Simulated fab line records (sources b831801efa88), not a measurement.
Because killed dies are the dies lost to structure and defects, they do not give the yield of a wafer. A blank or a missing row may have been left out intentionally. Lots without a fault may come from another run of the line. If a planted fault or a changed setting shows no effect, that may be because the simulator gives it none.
8D (eight disciplines) problem report, filled in by code    flow gf180mcu    the parts of the form that need people (team, actions taken, sign-off) are left out

1. WHAT WENT WRONG
STI_CVD_23_THK at GF_STI_THK_MEAS_24 reads a mean of 944 nm on 2 wafers of 2 lots; wafers without a fault read 650 nm with a standard deviation of 5.7. Relative to the usual mean, that is a shift of +52 standard deviations.
First observed at day 5 03:43: wafer L932.3, on filmMetro-01. Wafers with a number at this step in the record: 39, from 13 lots. Rule for "out", or "out of limits": more than 4 standard deviations from the usual mean. The rest of the wafers with a number are treated as sound.

2. WHAT IT IS; WHAT IT IS NOT
question                     is                          is not
which readings at this step  STI_CVD_23_THK              -
which lots                   L932, L936                  L918, L919, L921, L922, L923, L924, L927, L931, L933, L938, L939
which wafers of those lots   L932.3, L936.6              L932.1, L932.5, L936.1, L936.5
read on which gauges         filmMetro-01, filmMetro-03  filmMetro-02
when                         from day 5 03:43            up to then (26 sound wafers); but 11 sound wafers of L933, L936, L938, L939 came after

3. SUSPECTS, AND WHAT RULES EACH OUT
Counting: any tool at a process step up to the reading remains a suspect provided it ran every lot that is out. Sound lots after the first of them don't rule it out here, since some wafers of a struck lot are sound.
- the gauge at GF_STI_THK_MEAS_24: ruled out. 2 gauges (filmMetro-01, filmMetro-03) read the wafers that are out.
- hdpcvd-01 at GF_STI_CVD_23 (deposits SiO2, target thk 650 nm, time 108.3 s): kept. It ran every lot that is out, first L932 (day 5 03:38); its last sound lot up to then is L931 (day 4 22:57).
Left after counting: hdpcvd-01 at GF_STI_CVD_23.

4. THE CAUSE (what the simulator had put in)
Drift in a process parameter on hdpcvd-01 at GF_STI_CVD_23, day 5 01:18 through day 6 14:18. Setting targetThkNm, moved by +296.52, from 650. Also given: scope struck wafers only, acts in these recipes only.
Only this tool survived the counting.

5. SEQUENCE OF EFFECTS, ordered by route
Rows list readings where the struck wafers' mean (over those with a number) sits beyond 3 standard deviations from the usual. Only readings whose record carries a usual standard deviation are examined. hours: median over the lots of the time between each lot's start at the first step of this table that gives one and its start at this step. sigmas: the change, counted in usual standard deviations.
hours  step                reading          usual   on struck wafers  change  sigmas
0      GF_STI_THK_MEAS_24  STI_CVD_23_THK   650 nm  944               +294    +52
0      GF_STI_CMP_25       timeToEndpointS  121 s   172               +52     +14
Here are the process steps it includes:
- GF_STI_CMP_25: polishes, stops on Si3N4, t overpolish 33 s, target thk 524.6 nm.
At these later measuring or inspecting steps, every struck wafer for which the step has a row has a number for every such reading, and none has moved that far: GF_STI_THK_MEAS_30.

6. HOW IT WOULD HAVE BEEN CAUGHT EARLIER
2 hours passed between the start of the fault at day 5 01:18 and the first reading out of limits at a measuring or inspecting step in this record, taken at day 5 03:43.
Of the lots that are out (2), L936 began GF_STI_CVD_23 on hdpcvd-01 after day 5 03:43. A tool hold placed at that time would have kept it from harm.
